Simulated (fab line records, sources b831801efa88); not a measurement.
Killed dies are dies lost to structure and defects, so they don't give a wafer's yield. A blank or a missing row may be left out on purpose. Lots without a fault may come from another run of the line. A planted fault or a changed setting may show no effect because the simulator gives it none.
Problem report in the 8D (eight disciplines) form, filled by code | flow gf180mcu | the parts of the form that need people (team, actions taken, sign-off) are left out

1. THE PROBLEM
PSD_RS at GF_PSD_RS_MEAS_15 reads a mean of 113.69 ohm/sq on 6 wafers of 2 lots; wafers without a fault read 108.45 ohm/sq with a standard deviation of 0.25. That is +21 standard deviations from the usual mean.
The step: measures by four-point-probe.
First seen on wafer L937.2, day 16 15:19, on film_metro-03. The record holds 33 wafers of 11 lots with a number at this step. Rule for "out", or "out of limits": more than 4 standard deviations from the usual mean. The other wafers with a number count as sound.

2. WHAT IT IS AND WHAT IT IS NOT
question                    | is                           | is not
which readings at this step | PSD_RS                       | -
which lots                  | L937, L939                   | L930, L931, L938, L947, L949, L950, L951, L952, L953
which wafers of those lots  | all that have a number       | -
read on which gauges        | film_metro-03, film_metro-04 | film_metro-02
when                        | from day 16 15:19            | up to then (6 sound wafers); but 21 sound wafers of L938, L947, L949, L950, L951, L952, L953 came after

3. SUSPECTS, AND WHAT RULES EACH OUT
Counting: a tool at a process step up to the reading stays a suspect if it ran every lot that is out and no sound lot after the first of them.
- the gauge at GF_PSD_RS_MEAS_15: ruled out. The wafers that are out were read on 2 gauges (film_metro-03, film_metro-04).
- implanter-04 at GF_PSD_IMPLANT_09: ruled out as a lasting fault. Sound lots L949, L950, L953 ran on it after its first lot that is out, L937 (day 16 14:45).
- plasma_asher-02 at GF_PSD_STRIP_10 (strips in O2/N2): ruled out as a lasting fault. Sound lots L950 ran on it after its first lot that is out, L937 (day 16 14:53).
Left after counting: nothing in the record.

4. THE CAUSE (what the simulator had put in)
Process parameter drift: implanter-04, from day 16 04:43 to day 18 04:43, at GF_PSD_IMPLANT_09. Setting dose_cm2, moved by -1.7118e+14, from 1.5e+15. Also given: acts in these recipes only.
Counting ruled it out, wrongly: the rule takes a fault to strike every lot that its tool runs from its start on, and this one did not.

5. THE CHAIN OF EFFECTS, in route order
Each row: a reading whose mean over the struck wafers that have a number lies more than 3 standard deviations from the usual. Only readings for which the record gives a usual standard deviation are gone through. hours: the time from each lot's start at the first step in this table that gives one to its start at this step, as a median over the lots. sigmas: the change in usual standard deviations.
hours | step              | reading                  | usual         | on struck wafers | change   | sigmas
0     | GF_PSD_IMPLANT_09 | dose_ions_cm2            | 1.5e+15       | 1.3e+15          | -1.7e+14 | -99 or more
0     | GF_PSD_IMPLANT_09 | faraday_current_uA       | 8249          | 7348             | -901     | -5.6
0     | GF_PSD_STRIP_10   | strip_time_to_endpoint_s | 16.51 s       | 16.13            | -0.38    | -12
1     | GF_PSD_RS_MEAS_15 | PSD_RS                   | 108.45 ohm/sq | 113.69           | +5.24    | +21
The process steps in it:
- GF_PSD_IMPLANT_09
- GF_PSD_STRIP_10: strips in O2/N2.

6. WHAT WOULD HAVE CAUGHT IT SOONER
In this record the first reading out of limits at a measuring or inspecting step was taken at day 16 15:19, 11 hours after the fault began at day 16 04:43.
The tool's own readings at GF_PSD_IMPLANT_09 were out on every struck wafer that the step has a row for (dose_ions_cm2, faraday_current_uA): an alarm limit on them would have fired on the first of those.
